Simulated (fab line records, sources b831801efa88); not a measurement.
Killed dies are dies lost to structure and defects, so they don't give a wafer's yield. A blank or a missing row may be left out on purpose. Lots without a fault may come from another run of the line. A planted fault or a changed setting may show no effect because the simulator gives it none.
A struck lot beside a sound one | flow sky130 | 25 steps out of a route of 708
Sound: wafers L319.2, L319.3, L319.6. Struck: wafers L340.3, L340.4, L340.5. The cause comes at the end.
At each step with rows: each side's tool, then ch and its chambers, then its first start. Under that, the readings that differ: sound wafers | struck wafers | difference of the means | sigmas: that difference in standard deviations of wafers without a fault.
alike: readings whose means differ by less than 2 such deviations, and words and numbers that are the same on both sides. not compared: withheld readings, readings that some wafer has no value for, bounds like >300 that may hide the same value, and numbers for which the record gives no deviation and whose values overlap.
The two part at a step that has a row with sigmas, a row that says differs or no value, or rows on one side only. Numbers that don't overlap but have no deviation are shown without sigmas and don't part them. A reading that every wafer of one side lacks parts them only if that side has two wafers or more.

first, 9 steps without rows for these wafers: SKY_LI_CONTACT_ETCH_14 (etches BARC in N2/H2, stops on SiO2, time 45.9 s, target depth 60 nm); SKY_LI_CONTACT_ETCH_15 (etches PSG in C4F8/O2/Ar, stops on Si, target depth 600 nm); SKY_LI_CONTACT_STRIP_16 (strips in O2/N2); SKY_LI_CONTACT_CLEAN_17 (cleans in NMP, time 600 s); SKY_LI_CONTACT_PRE_CLEAN_18 (time 5.6 s); SKY_LI_CONTACT_SPUTTER_19 (material Ti, target thk 20 nm, time 106.37 s); SKY_LI_CONTACT_SPUTTER_20 (material TiN, target thk 20 nm, time 80 s); SKY_LI_CONTACT_CVD_21 (deposits W, target thk 400 nm, time 120.56 s); SKY_LI_CONTACT_CMP_24 (polishes, stops on PSG, t overpolish 20 s, target thk 0 nm).
SKY_LOCAL_INTERCONNECT_SPUTTER_00: material TiN, target thk 100 nm, time 83.3 s.
  sound on pvd_sputter-02, day 29 20:27; struck on pvd_sputter-02, day 36 16:26
  reading                                                | sound             | struck           | difference | sigmas
  model.TiN_of_LOCAL_INTERCONNECT_SPUTTER_00.thk_nm (nm) | 98.74 98.38 99.68 | 76.42 74.91 74.4 | -23.69     |
  alike: throttle_valve_pct
SKY_LOCAL_INTERCONNECT_RS_MEAS_01: measures by four-point-probe.
  sound on film_metro-03, day 29 20:32; struck on film_metro-04, day 36 16:50
  reading                            | sound             | struck            | difference | sigmas
  LOCAL_INTERCONNECT_TIN_RS (ohm/sq) | 14.29 14.37 14.18 | 18.75 19.10 19.27 | +4.76      | +30
  not compared: hold
SKY_LOCAL_INTERCONNECT_THK_MEAS_02: measures by xrf.
  sound on film_metro-03, day 29 20:38; struck on film_metro-04, day 36 21:07
  reading                         | sound          | struck         | difference | sigmas
  LOCAL_INTERCONNECT_TIN_THK (nm) | 98.1 97.6 98.9 | 76.2 74.8 74.3 | -23.1      | -21
  not compared: hold
then, 8 steps without rows for these wafers: SKY_LOCAL_INTERCONNECT_HMDS_04 (prime time 60 s); SKY_LOCAL_INTERCONNECT_COAT_05 (resist thk 60 nm); SKY_LOCAL_INTERCONNECT_COAT_06 (resist thk 450 nm); SKY_LOCAL_INTERCONNECT_SOFTBAKE_07 (time 90 s); SKY_LOCAL_INTERCONNECT_EXPOSE_08 (exposes mask LI1M, target cd 170 nm); SKY_LOCAL_INTERCONNECT_PEB_09; SKY_LOCAL_INTERCONNECT_DEVELOP_10 (develop time 60 s); SKY_LOCAL_INTERCONNECT_ETCH_13 (etches BARC in N2/H2, stops on SiO2, time 45.9 s, target depth 60 nm).
SKY_LOCAL_INTERCONNECT_METAL_ETCH_14: etches TiN in Cl2/BCl3, stops on PSG, target depth 110 nm, time 31.4 s.
  sound on rie_metal-01 ch 0, day 31 01:01; struck on rie_metal-03 ch 0,1, day 37 19:23
  reading                | sound                | struck               | difference | sigmas
  oes_product_au (a.u.)  | 0.929 0.920 0.951    | 0.813 0.794 0.794    | -0.133     | -16
  throttle_valve_pct (%) | 21.905 21.910 21.912 | 22.008 21.985 21.990 | +0.085     | +8
  alike: chamber_pressure_mTorr, drypump_motor_current_A
  not compared: rf_hours_counter_h
then, 1 step without rows for these wafers: SKY_LOCAL_INTERCONNECT_STRIP_15 (strips in O2/N2).
SKY_LOCAL_INTERCONNECT_STRIP_16: strips in post etch residue remover, time 1200 s.
  sound on wet_bench-04 ch 0, day 31 01:10; struck on wet_bench-03 ch 0, day 37 19:31
  reading                                                | sound             | struck         | difference | sigmas
  model.TiN_of_LOCAL_INTERCONNECT_SPUTTER_00.thk_nm (nm) | 98.32 97.95 99.26 | 76 74.49 73.98 | -24        |
  alike: bath_guard_temp_C
then, 1 step without rows for these wafers: SKY_LOCAL_INTERCONNECT_CLEAN_17 (cleans in IPA, time 180 s).
-- the record jumps here: 13 days lie between the struck wafers' starts before and after (it left off in module LOCAL_INTERCONNECT and takes up again in module PAD_OPEN, whose first step shown is number 708 of the route) --
SKY_PAD_OPEN_PROBE_99:
  sound on prober-01, day 46 04:07; struck on prober-02, day 50 21:56
  reading                        | sound            | struck            | difference | sigmas
  model.etest.res_li.line_ohm_um | 77.24 76.83 75.7 | 98.47 100.2 100.6 | +23.17     |
  model.etest.res_li.rs_ohm_sq   | 13.12 13 12.86   | 16.75 17.16 17.27 | +4.07      |
  model.etest.mcon_chain.rc_ohm  | 16.7 17.56 16.82 | 19.4 18.42 17.81  | +1.5       |
  alike: killed_at_M0_to_M3, killed_at_M4_up, killed_at_contacts, killed_at_front_end, killed_at_other, killed_dies, killed_open, killed_short

WHERE THEY PART
First at SKY_LOCAL_INTERCONNECT_RS_MEAS_01; last, within this record, at SKY_LOCAL_INTERCONNECT_METAL_ETCH_14. Later steps at which nothing parts them and some readings are alike: SKY_LOCAL_INTERCONNECT_STRIP_16, SKY_PAD_OPEN_PROBE_99.

WHY: what the simulator had put in
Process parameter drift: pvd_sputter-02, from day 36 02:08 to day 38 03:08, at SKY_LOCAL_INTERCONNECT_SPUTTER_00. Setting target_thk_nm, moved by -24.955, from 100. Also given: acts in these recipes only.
